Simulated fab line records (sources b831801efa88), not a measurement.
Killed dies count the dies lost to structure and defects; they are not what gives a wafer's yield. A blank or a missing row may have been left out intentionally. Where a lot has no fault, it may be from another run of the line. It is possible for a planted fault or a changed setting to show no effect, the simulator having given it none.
fab line records	flow sky130
[record] lots = 7	wafers = 21	last_day = 49
route steps=708 shown VT_ADJUST_NCORE@121 VT_ADJUST_HVTR@131 PAD_OPEN@708
lots that met no fault: taken from a fault-free run of the same line
start_h: hours from the record's first day to the start of the lot's first wafer shown	wait_h: time in hours since the lot's previous step	" same as the row above	L1.1+2: several wafers, shown together as one row	- either no value or no given start	* or withheld: withheld	< > ~ a bound
route shown NAME@n: names a module that has steps shown in the file, with the first one's number in the route	usual: mean/standard deviation taken from wafers without a fault	same: alike in all rows	chamber/n: place in a boat	sites: readings site by site	_std_site: their standard deviation	_edge_site: mean of outer sites minus mean of inner sites	radius_mm: for every site, how far away it sits from the centre of the wafer	mask NAME#n: copy n	behind: tool/chamber where the wafer was last shaped	hold: why the lot went on hold/how many hours it stayed there/how the hold came to an end	device: names the non-switching transistor (n, p or np)	end of line: the tests these same wafers got at the end of their route	for a step that has no rows: nothing shown but its recipe	killed: not the wafer's yield, but the dies lost to structure and defects at the first sort	map: per-die view of a wafer (x killed, . not killed, _ where there is no die)
set.NAME: the run value of the setting; set.NAME@STEP: its run value at that earlier step	model.NAME: the simulator's own value behind a step, which no gauge read
certain route steps with their lots: each step a table, each wafer a row
services: when a tool's chamber went out of use (start_h, in hours from the record's first day, below 0 if earlier), for how many hours, and the reason
[[steps]]
[step SKY_VT_ADJUST_NCORE_COAT_02]
[recipe] resist = NOVOLAK	spin_rpm = 3000	resist_thk_nm = 1140
[step SKY_VT_ADJUST_NCORE_SOFTBAKE_03]
[recipe] temp_c = 90	time_s = 60	resist = NOVOLAK
[step SKY_VT_ADJUST_NCORE_EXPOSE_04]
[recipe] mask_id = LVTN_COMPLEMENT_THIN	na = 0.6	source_shape = conventional	sigma_outer = 0.6	polarization = unpolarized	target_cd_nm = 380	dose_mj = 139
[step SKY_VT_ADJUST_NCORE_PEB_05]
[recipe] temp_c = withheld	time_s = *	resist = NOVOLAK
[step SKY_VT_ADJUST_NCORE_DEVELOP_06]
[recipe] resist = NOVOLAK	developer = TMAH	develop_time_s = 60	dev_temp_c = 23
[step SKY_VT_ADJUST_NCORE_CD_MEAS_07]
[recipe] target_cd_nm = 380
[usual] cd_nm = 380/3.2
lot.wafer	tool	chamber	start_h	wait_h	cd_nm
L332.1	cd_sem-01	-	189.73	0.1	381
L332.2	"	-	"	"	381
L332.3	"	-	"	"	383
L339.1	cd_sem-01	-	234.58	0.1	378
L339.2	"	-	"	"	377
L339.4	"	-	"	"	377
L340.2	cd_sem-01	-	242.75	0.1	377
L340.4	"	-	"	"	376
L340.6	"	-	"	"	376
L341.2	cd_sem-01	-	253.30	0.1	380
L341.4	"	-	"	"	377
L341.6	"	-	"	"	379
L343.2	cd_sem-01	-	264.64	0.1	381
L343.4	"	-	"	"	379
L343.5	"	-	"	"	378
L349.1	cd_sem-01	-	311.38	0.1	376
L349.3	"	-	"	"	378
L349.6	"	-	"	"	378
L352.2	cd_sem-02	-	332.60	0.1	376
L352.3	"	-	"	"	374
L352.4	"	-	"	"	377
[step SKY_VT_ADJUST_NCORE_OVL_MEAS_08]
[usual] VT_ADJUST_NCORE_OVL = 0.0/1.6
lot.wafer	tool	chamber	start_h	wait_h	VT_ADJUST_NCORE_OVL[nm]
L332.1	overlay-02	-	189.85	0.1	0.4
L332.2	"	-	"	"	1.8
L332.3	"	-	"	"	0.5
L339.1	overlay-02	-	234.70	0.1	3.0
L339.2	"	-	"	"	1.4
L339.4	"	-	"	"	1.3
L340.2	overlay-01	-	242.86	0.1	-2.7
L340.4	"	-	"	"	-1.6
L340.6	"	-	"	"	-2.4
L341.2	overlay-01	-	253.41	0.1	-0.6
L341.4	"	-	"	"	-1.2
L341.6	"	-	"	"	-2.4
L343.2	overlay-01	-	264.74	0.1	-2.7
L343.4	"	-	"	"	-1.5
L343.5	"	-	"	"	-0.1
L349.1	overlay-02	-	311.50	0.1	0.0
L349.3	"	-	"	"	-0.6
L349.6	"	-	"	"	-0.6
L352.2	overlay-02	-	332.71	0.1	2.3
L352.3	"	-	"	"	1.7
L352.4	"	-	"	"	1.6
[step SKY_VT_ADJUST_NCORE_IMPLANT_09]
[recipe] species = B	energy_kev = 10	dose_cm2 = 2.4e+12	tilt_deg = withheld
[step SKY_VT_ADJUST_NCORE_STRIP_10]
[recipe] chemistry = O2/N2	power_w = 1400	pressure_mtorr = 1500	platen_temp_c = withheld	o2_flow_sccm = 3000	n2_flow_sccm = 300	overash_fraction = 0.5
[usual] drypump_motor_current_A = 5.7/0.49	n2_flow_sccm = 300.2/0.96	oes_product_au = 0.715/0.0047	strip_time_to_endpoint_s = 14.17/0.044
lot.wafer	tool	chamber	start_h	wait_h	drypump_motor_current_A	n2_flow_sccm	oes_product_au	rf_hours_counter_h	strip_time_to_endpoint_s
L332.1	plasma_asher-01	0	190.04	0.1	6.3	300.4	0.712	51	14.16
L332.2	"	1	"	"	5.6	299.7	0.718	51	14.21
L332.3	"	0	"	"	6.3	300.6	0.712	-	14.14
L339.1	plasma_asher-04	0	234.89	0.1	5.1	299.0	0.712	11	14.17
L339.2	"	1	"	"	5.6	300.6	0.716	11	14.15
L339.4	"	0	"	"	5.1	299.1	0.714	-	14.20
L340.2	plasma_asher-04	0	243.04	0.1	5.1	302.1	0.715	12	14.15
L340.4	"	0	"	"	5.1	302.2	0.713	-	14.15
L340.6	"	0	"	"	5.1	302.2	0.712	-	14.20
L341.2	plasma_asher-03	0	253.59	0.1	5.5	300.3	0.713	54	14.13
L341.4	"	0	"	"	5.4	300.4	0.707	-	14.18
L341.6	"	0	"	"	5.4	302.3	0.716	-	14.17
L343.2	plasma_asher-03	0	264.92	0.1	5.4	300.4	0.714	55	14.12
L343.4	"	1	"	"	6.4	299.9	0.711	-	14.13
L343.5	"	1	"	"	6.4	301.8	0.713	-	14.13
L349.1	plasma_asher-04	1	311.69	0.1	5.6	300.5	0.719	19	14.18
L349.3	"	0	"	"	5.1	300.7	0.715	-	14.15
L349.6	"	0	"	"	5.1	299.6	0.713	-	14.18
L352.2	plasma_asher-01	1	332.89	0.1	5.6	299.8	0.712	65	14.16
L352.3	"	0	"	"	6.3	300.9	0.713	-	14.16
L352.4	"	1	"	"	5.6	298.2	0.708	-	14.13
[step SKY_VT_ADJUST_NCORE_TW_MEAS_11]
[usual] VT_ADJUST_NCORE_TW = 220.1/2.6
lot.wafer	tool	chamber	start_h	wait_h	VT_ADJUST_NCORE_TW
L332.1	film_metro-04	-	190.14	0.1	220.6
L332.2	"	-	"	"	220.1
L332.3	"	-	"	"	218.8
L339.1	film_metro-03	-	234.99	0.1	224.7
L339.2	"	-	"	"	225.8
L339.4	"	-	"	"	224.1
L340.2	film_metro-02	-	243.15	0.1	218.2
L340.4	"	-	"	"	218.1
L340.6	"	-	"	"	217.6
L341.2	film_metro-03	-	253.70	0.1	224.5
L341.4	"	-	"	"	223.4
L341.6	"	-	"	"	225.2
L343.2	film_metro-02	-	265.03	0.1	216.5
L343.4	"	-	"	"	217.4
L343.5	"	-	"	"	216.9
L349.1	film_metro-02	-	311.79	0.1	219.3
L349.3	"	-	"	"	218.0
L349.6	"	-	"	"	218.8
L352.2	film_metro-03	-	333.00	0.1	221.6
L352.3	"	-	"	"	223.0
L352.4	"	-	"	"	221.9
[step SKY_VT_ADJUST_HVTR_DEHYDRATE_00]
[recipe] temp_c = 200	time_s = 60
[step SKY_VT_ADJUST_HVTR_HMDS_01]
[recipe] prime_time_s = 60	prime_temp_c = 120
[step SKY_VT_ADJUST_HVTR_COAT_02]
[recipe] resist = NOVOLAK	spin_rpm = 3000	resist_thk_nm = 1140
[usual] spin_speed_rpm = 3000.0/2.5
lot.wafer	tool	chamber	start_h	wait_h	spin_speed_rpm	model.NOVOLAK_of_VT_ADJUST_HVTR_COAT_02.thk_nm
L332.1	litho_track-03	0	200.43	0.1	3002.9	1138
L332.2	"	0	"	"	2997.9	1136
L332.3	"	0	"	"	3001.5	1134
L339.1	litho_track-02	0	246.26	0.1	3000.9	1145
L339.2	"	0	"	"	3003.2	1141
L339.4	"	0	"	"	3003.9	1143
L340.2	litho_track-02	0	254.99	0.1	3118.1	1119
L340.4	"	0	"	"	3120.9	1117
L340.6	"	0	"	"	3116.7	1120
L341.2	litho_track-02	0	265.29	0.1	3117.4	1113
L341.4	"	0	"	"	3118.0	1116
L341.6	"	0	"	"	3116.2	1113
L343.2	litho_track-02	0	277.04	0.1	3114.5	1114
L343.4	"	0	"	"	3114.3	1114
L343.5	"	0	"	"	3119.5	1114
L349.1	litho_track-03	0	324.58	0.1	2997.8	1141
L349.3	"	0	"	"	3002.0	1140
L349.6	"	0	"	"	3000.6	1143
L352.2	litho_track-01	0	345.75	0.1	2999.1	1137
L352.3	"	0	"	"	3001.4	1137
L352.4	"	0	"	"	3001.8	1140
[step SKY_VT_ADJUST_HVTR_SOFTBAKE_03]
[recipe] temp_c = 90	time_s = 60.99	resist = NOVOLAK
[usual] plate_sensor_t_centre_C = 90.759/0.0099	plate_sensor_t_edge_C = 90.828/0.011
lot.wafer	tool	chamber	start_h	wait_h	plate_sensor_t_centre_C	plate_sensor_t_edge_C
L332.1	litho_track-03	0	200.58	0.1	90.754	90.839
L332.2	"	0	"	"	90.758	90.841
L332.3	"	0	"	"	90.756	90.835
L339.1	litho_track-02	0	246.41	0.1	90.744	90.831
L339.2	"	0	"	"	90.740	90.835
L339.4	"	0	"	"	90.756	90.832
L340.2	litho_track-02	0	255.14	0.1	90.777	90.841
L340.4	"	0	"	"	90.757	90.831
L340.6	"	0	"	"	90.748	90.835
L341.2	litho_track-02	0	265.44	0.1	90.762	90.826
L341.4	"	0	"	"	90.751	90.816
L341.6	"	0	"	"	90.757	90.836
L343.2	litho_track-02	0	277.19	0.1	90.772	90.820
L343.4	"	0	"	"	90.752	90.832
L343.5	"	0	"	"	90.771	90.828
L349.1	litho_track-03	0	324.73	0.1	90.776	90.811
L349.3	"	0	"	"	90.762	90.836
L349.6	"	0	"	"	90.760	90.830
L352.2	litho_track-01	0	345.90	0.1	90.748	90.812
L352.3	"	0	"	"	90.772	90.823
L352.4	"	0	"	"	90.749	90.818
[step SKY_VT_ADJUST_HVTR_EXPOSE_04]
[recipe] mask_id = HVTRM	target_cd_nm = 380	na = 0.6	source_shape = conventional	sigma_outer = 0.6	dose_mj = 150
[step SKY_VT_ADJUST_HVTR_PEB_05]
[recipe] temp_c = withheld	time_s = *	resist = NOVOLAK
[step SKY_VT_ADJUST_HVTR_DEVELOP_06]
[recipe] develop_time_s = 60	dev_temp_c = 23
lot.wafer	tool	chamber	start_h	wait_h	model.NOVOLAK_of_VT_ADJUST_HVTR_COAT_02.thk_nm
L332.1	litho_track-03	0	211.88	0.1	1137
L332.2	"	0	"	"	1136
L332.3	"	0	"	"	1133
L339.1	litho_track-03	0	258.23	0.1	1144
L339.2	"	0	"	"	1140
L339.4	"	0	"	"	1142
L340.2	litho_track-02	0	267.19	0.1	1118
L340.4	"	0	"	"	1117
L340.6	"	0	"	"	1120
L341.2+6	litho_track-02	0	277.79	0.1	1112
L341.4	"	0	"	"	1115
L343.2+4	litho_track-01	0	289.15	0.1	1113
L343.5	"	0	"	"	1114
L349.1	litho_track-02	0	338.51	0.1	1141
L349.3	"	0	"	"	1139
L349.6	"	0	"	"	1142
L352.2+3	litho_track-02	0	359.39	0.1	1136
L352.4	"	0	"	"	1139
[step SKY_VT_ADJUST_HVTR_CD_MEAS_07]
[recipe] target_cd_nm = 380
[usual] cd_nm = 380.5/2.6
lot.wafer	tool	chamber	start_h	wait_h	cd_nm
L332.1	cd_sem-01	-	212.03	0.1	380.6
L332.2	"	-	"	"	381.2
L332.3	"	-	"	"	382.2
L339.1	cd_sem-02	-	258.38	0.1	377.5
L339.2	"	-	"	"	377.0
L339.4	"	-	"	"	378.5
L340.2	cd_sem-01	-	267.33	0.1	381.5
L340.4	"	-	"	"	380.9
L340.6	"	-	"	"	382.3
L341.2	cd_sem-02	-	277.93	0.1	384.4
L341.4	"	-	"	"	382.8
L341.6	"	-	"	"	382.3
L343.2	cd_sem-01	-	289.30	0.1	381.6
L343.4	"	-	"	"	382.9
L343.5	"	-	"	"	379.6
L349.1	cd_sem-02	-	338.66	0.1	382.1
L349.3	"	-	"	"	379.8
L349.6	"	-	"	"	379.8
L352.2	cd_sem-02	-	359.53	0.1	379.3
L352.3	"	-	"	"	378.6
L352.4	"	-	"	"	380.7
[step SKY_VT_ADJUST_HVTR_OVL_MEAS_08]
[usual] VT_ADJUST_HVTR_OVL = 0.0/1.3
lot.wafer	tool	chamber	start_h	wait_h	VT_ADJUST_HVTR_OVL[nm]
L332.1	overlay-01	-	212.15	0.1	-0.5
L332.2	"	-	"	"	-1.8
L332.3	"	-	"	"	-1.2
L339.1	overlay-02	-	258.50	0.1	1.1
L339.2	"	-	"	"	1.9
L339.4	"	-	"	"	0.4
L340.2	overlay-02	-	267.44	0.1	1.0
L340.4	"	-	"	"	0.8
L340.6	"	-	"	"	0.8
L341.2	overlay-01	-	278.04	0.1	-0.7
L341.4	"	-	"	"	-0.6
L341.6	"	-	"	"	0.4
L343.2	overlay-02	-	289.40	0.1	2.2
L343.4	"	-	"	"	-0.4
L343.5	"	-	"	"	1.3
L349.1	overlay-01	-	338.78	0.1	-0.3
L349.3	"	-	"	"	1.4
L349.6	"	-	"	"	-2.1
L352.2	overlay-02	-	359.64	0.1	-0.3
L352.3	"	-	"	"	-0.8
L352.4	"	-	"	"	-1.1
[step SKY_VT_ADJUST_HVTR_IMPLANT_09]
[recipe] species = B	energy_kev = 10	dose_cm2 = 2.1e+12	tilt_deg = withheld
[step SKY_VT_ADJUST_HVTR_STRIP_10]
[recipe] chemistry = O2/N2	power_w = 1400	pressure_mtorr = 1500	platen_temp_c = withheld	o2_flow_sccm = 3000	n2_flow_sccm = 300	overash_fraction = 0.5
[usual] drypump_motor_current_A = 6.0/0.35	n2_flow_sccm = 300.0/0.81	oes_product_au = 0.716/0.0042	strip_time_to_endpoint_s = 14.16/0.05
lot.wafer	tool	chamber	start_h	wait_h	drypump_motor_current_A	n2_flow_sccm	oes_product_au	rf_hours_counter_h	strip_time_to_endpoint_s
L332.1	plasma_asher-03	1	212.34	0.1	6.4	298.5	0.716	50	14.16
L332.2	"	0	"	"	5.4	299.8	0.719	50	14.13
L332.3	"	0	"	"	5.4	300.3	0.718	-	14.10
L339.1	plasma_asher-03	1	258.69	0.1	6.4	300.3	0.716	54	14.21
L339.2	"	0	"	"	5.5	299.4	0.720	54	14.19
L339.4	"	0	"	"	5.4	300.4	0.715	-	14.21
L340.2	plasma_asher-02	0	267.62	0.1	6.1	300.3	0.716	45	13.92
L340.4	"	1	"	"	6.2	299.7	0.713	-	13.91
L340.6	"	1	"	"	6.3	299.5	0.720	-	13.94
L341.2	plasma_asher-03	1	278.22	0.1	6.4	299.3	0.710	56	13.84
L341.4	"	0	"	"	5.4	300.5	0.723	-	13.89
L341.6	"	1	"	"	6.4	298.9	0.712	-	13.86
L343.2	plasma_asher-03	1	289.58	0.1	6.4	299.2	0.710	58	13.86
L343.4	"	0	"	"	5.4	300.2	0.718	-	13.86
L343.5	"	1	"	"	6.5	299.9	0.712	-	13.86
L349.1	plasma_asher-01	0	338.97	0.1	6.3	299.5	0.717	65	14.19
L349.3	"	0	"	"	6.3	301.7	0.717	-	14.19
L349.6	"	1	"	"	5.7	300.2	0.711	-	14.20
L352.2	plasma_asher-02	0	359.82	0.1	6.1	300.7	0.717	53	14.13
L352.3	"	1	"	"	6.2	299.2	0.718	-	14.15
L352.4	"	0	"	"	6.1	300.4	0.718	-	14.16
[step SKY_VT_ADJUST_HVTR_TW_MEAS_11]
[usual] VT_ADJUST_HVTR_TW = 212.8/1.9
lot.wafer	tool	chamber	start_h	wait_h	VT_ADJUST_HVTR_TW
L332.1	film_metro-03	-	212.44	0.1	215.8
L332.2	"	-	"	"	213.9
L332.3	"	-	"	"	215.0
L339.1	film_metro-04	-	258.79	0.1	212.0
L339.2	"	-	"	"	211.1
L339.4	"	-	"	"	211.4
L340.2	film_metro-01	-	267.73	0.1	213.6
L340.4	"	-	"	"	214.4
L340.6	"	-	"	"	214.1
L341.2	film_metro-01	-	278.37	0.1	213.0
L341.4	"	-	"	"	213.5
L341.6	"	-	"	"	212.7
L343.2	film_metro-01	-	289.69	0.1	212.2
L343.4	"	-	"	"	212.7
L343.5	"	-	"	"	211.9
L349.1	film_metro-04	-	339.07	0.1	213.0
L349.3	"	-	"	"	211.5
L349.6	"	-	"	"	211.1
L352.2	film_metro-01	-	359.93	0.1	212.9
L352.3	"	-	"	"	213.5
L352.4	"	-	"	"	212.4
[step SKY_PAD_OPEN_PROBE_99]
[usual] killed_at_M0_to_M3 = 45/6.9	killed_at_M4_up = 3.2/1.8	killed_at_contacts = 25/5.3	killed_at_front_end = 16/4.3	killed_at_other = 0.2/0.52	killed_dies = 88/8.7	killed_open = 48/6.5	killed_short = 40/6
[same] gross_dies = 492	killed_at_back_side = 0
lot.wafer	tool	chamber	start_h	wait_h	killed_at_M0_to_M3	killed_at_M4_up	killed_at_contacts	killed_at_front_end	killed_at_other	killed_dies	killed_open	killed_short
L339.1	prober-01	-	1118.99	0.1	39	3	21	19	1	83	52	31
L339.2	prober-01	-	1119.04	0.1	39	3	22	11	0	75	37	38
L339.4	prober-01	-	1119.14	0.2	49	2	29	13	0	93	54	39
L341.2	prober-01	-	1136.68	0.1	40	6	30	18	0	94	58	36
L341.4	prober-01	-	1136.78	0.2	54	3	18	17	0	92	55	36
L341.6	prober-01	-	1136.88	0.2	45	3	17	19	1	85	50	35
L343.2	prober-02	-	1150.58	0.1	45	3	29	11	0	88	42	46
L343.4	prober-02	-	1150.68	0.2	37	1	27	14	0	79	40	37
L343.5	prober-02	-	1150.73	0.2	55	0	23	13	1	92	43	49
L352.2	prober-02	-	1187.06	0.1	31	5	27	16	0	79	43	36
L352.3	prober-02	-	1187.11	0.2	55	1	24	13	0	93	57	36
L352.4	prober-02	-	1187.16	0.2	48	2	26	14	0	90	45	45
// killed by level:class
L339.1 VIA1:geometric_particle:open=9 VIA2:geometric_particle:open=8 FIELD_ISO:geometric_particle:open=6 LI_CONTACT:geometric_particle:open=6 CONTACT:geometric_particle:short=6 CONTACT:geometric_particle:open=6 VIA3:geometric_particle:open=6 POLY_GATE:geometric_particle:short=5
L339.2 VIA1:geometric_particle:open=9 LI_CONTACT:geometric_particle:open=7 VIA1:geometric_particle:short=6 FIELD_ISO:geometric_particle:open=5 METAL2:geometric_particle:short=5 VIA3:geometric_particle:short=5 LOCAL_INTERCONNECT:geometric_particle:short=4 CONTACT:geometric_particle:open=4
L339.4 CONTACT:geometric_particle:open=13 VIA1:geometric_particle:open=11 LI_CONTACT:geometric_particle:open=7 METAL1:geometric_particle:short=7 VIA3:geometric_particle:open=7 VIA3:geometric_particle:short=6 VIA2:geometric_particle:open=5 LOCAL_INTERCONNECT:geometric_particle:short=4
L341.2 VIA1:geometric_particle:open=12 CONTACT:geometric_particle:open=11 LI_CONTACT:geometric_particle:open=8 FIELD_ISO:geometric_particle:open=5 VIA1:geometric_particle:short=5 FIELD_ISO:geometric_particle:short=4 POLY_GATE:geometric_particle:open=4 VIA3:geometric_particle:open=4
L341.4 VIA1:geometric_particle:open=14 VIA3:geometric_particle:open=10 CONTACT:geometric_particle:open=9 VIA2:geometric_particle:open=7 VIA1:geometric_particle:short=6 FIELD_ISO:geometric_particle:short=5 FIELD_ISO:geometric_particle:open=4 POLY_GATE:geometric_particle:short=4
L341.6 VIA1:geometric_particle:open=12 FIELD_ISO:geometric_particle:open=6 VIA2:geometric_particle:open=6 CONTACT:geometric_particle:open=6 METAL1:geometric_particle:short=6 METAL2:geometric_particle:short=6 VIA3:geometric_particle:open=6 LI_CONTACT:geometric_particle:open=4
L343.2 METAL2:geometric_particle:short=13 CONTACT:geometric_particle:open=10 LI_CONTACT:geometric_particle:open=9 VIA3:geometric_particle:open=7 LOCAL_INTERCONNECT:geometric_particle:short=6 VIA1:geometric_particle:open=6 VIA1:geometric_particle:short=5 FIELD_ISO:geometric_particle:open=4
L343.4 CONTACT:geometric_particle:open=8 METAL1:geometric_particle:short=8 LI_CONTACT:geometric_particle:open=8 VIA1:geometric_particle:open=8 METAL2:geometric_particle:short=7 METAL1:geometric_particle:open=5 LOCAL_INTERCONNECT:geometric_particle:short=5 CONTACT:geometric_particle:short=5
L343.5 METAL1:geometric_particle:short=10 VIA3:geometric_particle:open=10 VIA1:geometric_particle:short=8 VIA1:geometric_particle:open=8 CONTACT:geometric_particle:open=7 LI_CONTACT:geometric_particle:open=5 FIELD_ISO:geometric_particle:short=4 POLY_GATE:geometric_particle:short=4
L352.2 CONTACT:geometric_particle:open=13 VIA1:geometric_particle:open=9 LI_CONTACT:geometric_particle:open=6 FIELD_ISO:geometric_particle:short=5 METAL1:geometric_particle:short=5 METAL4:geometric_particle:short=5 METAL2:geometric_particle:short=5 VIA1:geometric_particle:short=4
L352.3 VIA1:geometric_particle:open=17 CONTACT:geometric_particle:open=11 VIA1:geometric_particle:short=8 VIA2:geometric_particle:open=7 LI_CONTACT:geometric_particle:open=5 METAL1:geometric_particle:short=5 METAL2:geometric_particle:short=5 VIA2:geometric_particle:short=5
L352.4 METAL2:geometric_particle:short=11 CONTACT:geometric_particle:open=11 VIA1:geometric_particle:short=10 LI_CONTACT:geometric_particle:open=7 VIA1:geometric_particle:open=6 VIA3:geometric_particle:open=6 METAL1:geometric_particle:short=5 VIA2:geometric_particle:open=5
[[services]]
tool	chamber	start_h	hours	kind
plasma_asher-01	-	172.80	12.2	repair
plasma_asher-02	-	241.67	2.8	pm
plasma_asher-04	-	259.26	4.3	repair
litho_track-03	-	268.64	-	consumable_replace:filter
plasma_asher-02	-	276.93	1.6	repair
plasma_asher-02	-	283.88	7.5	repair
plasma_asher-03	-	312.53	0.6	repair
plasma_asher-04	-	348.37	1.6	repair
[[key]]
[first_sign] step = SKY_VT_ADJUST_HVTR_COAT_02	reading = spin_speed_rpm	direction = up	sigmas = 46	usual = 3000.0	struck = 3117.3
[effect] step = SKY_VT_ADJUST_HVTR_STRIP_10	reading = strip_time_to_endpoint_s	direction = down	sigmas = 5.6	usual = *	struck = *
[model_effect] step = SKY_VT_ADJUST_HVTR_COAT_02	value = NOVOLAK_of_VT_ADJUST_HVTR_COAT_02.thk_nm	without = 1137	struck = 1116
[model_effect] step = SKY_VT_ADJUST_HVTR_DEVELOP_06	value = NOVOLAK_of_VT_ADJUST_HVTR_COAT_02.thk_nm	without = 1136	struck = 1115
met_at SKY_VT_ADJUST_HVTR_COAT_02
struck_wafers L340.2,L340.4,L340.6,L341.2,L341.4,L341.6,L343.2,L343.4,L343.5
tester_left_out L340,L341,L343
onset_between 246.26 254.99
[fault] kind = process_parameter_drift	tool = litho_track-02	chamber = -	onset_h = 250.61	steps = SKY_VT_ADJUST_HVTR_COAT_02	channel = spin_rpm	offset = 116.8	shape = step	end_h = 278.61	acts_in = these_recipes_only	stated = 3000
// tester_left_out: of these lots the tester's yield and bins aren't shown, on N5 and GAA mostly nor the transistor test; their killed dies are dies lost to structure and defects alone, not to doping, threshold or leakage, so they don't give the yield
